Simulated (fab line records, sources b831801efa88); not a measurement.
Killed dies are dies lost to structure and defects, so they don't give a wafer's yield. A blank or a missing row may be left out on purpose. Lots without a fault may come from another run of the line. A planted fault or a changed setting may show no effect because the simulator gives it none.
Chamber matching | flow gf180mcu | GF_V1_CVD_00 on hdpcvd-02: 3 sister chambers
The step deposits SiO2, target thk 600 nm, time 100 s. 3 wafers are shown with their chamber, then 7 later ones without.

WAFERS WITH THEIR CHAMBER
wafer  | chamber | sih4_flow_sccm (sccm)
L726.3 | 2       | 59.78
L727.1 | 0       | 59.84
L727.5 | 1       | 60.28

WAFERS WITHOUT THEIR CHAMBER
wafer  | sih4_flow_sccm (sccm)
L727.6 | 60.01
L728.2 | 60.02
L728.3 | 59.96
L728.4 | 59.94
L730.3 | 60.12
L730.4 | 59.93
L730.6 | 60.03

WHICH CHAMBER EACH WENT THROUGH
wafer  | from the rows above          | in truth
L727.6 | can't be placed: 0 or 2 or 1 | 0
L728.2 | can't be placed: 0 or 2 or 1 | 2
L728.3 | can't be placed: 0 or 2 or 1 | 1
L728.4 | can't be placed: 0 or 2 or 1 | 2
L730.3 | can't be placed: 1 or 0 or 2 | 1
L730.4 | can't be placed: 0 or 2 or 1 | 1
L730.6 | can't be placed: 0 or 1 or 2 | 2
Placed correctly: 0 of 7. Can't be placed from these rows: 7 (the true chamber is among the candidates in 7). Placed wrongly: 0.
How it was worked out, from the rows above alone: a wafer's distance from a chamber is the root of the sum, over the readings, of the square of ((its reading less the chamber's mean) divided by the reading's scatter). The wafer belongs to the nearest chamber; if the next one is less than 2 further off, it can't be placed. A chamber's mean is the mean of its shown wafers. The scatter: with one shown wafer a chamber, the root of the mean of the squares of how far each hidden wafer lies from its nearest shown one.
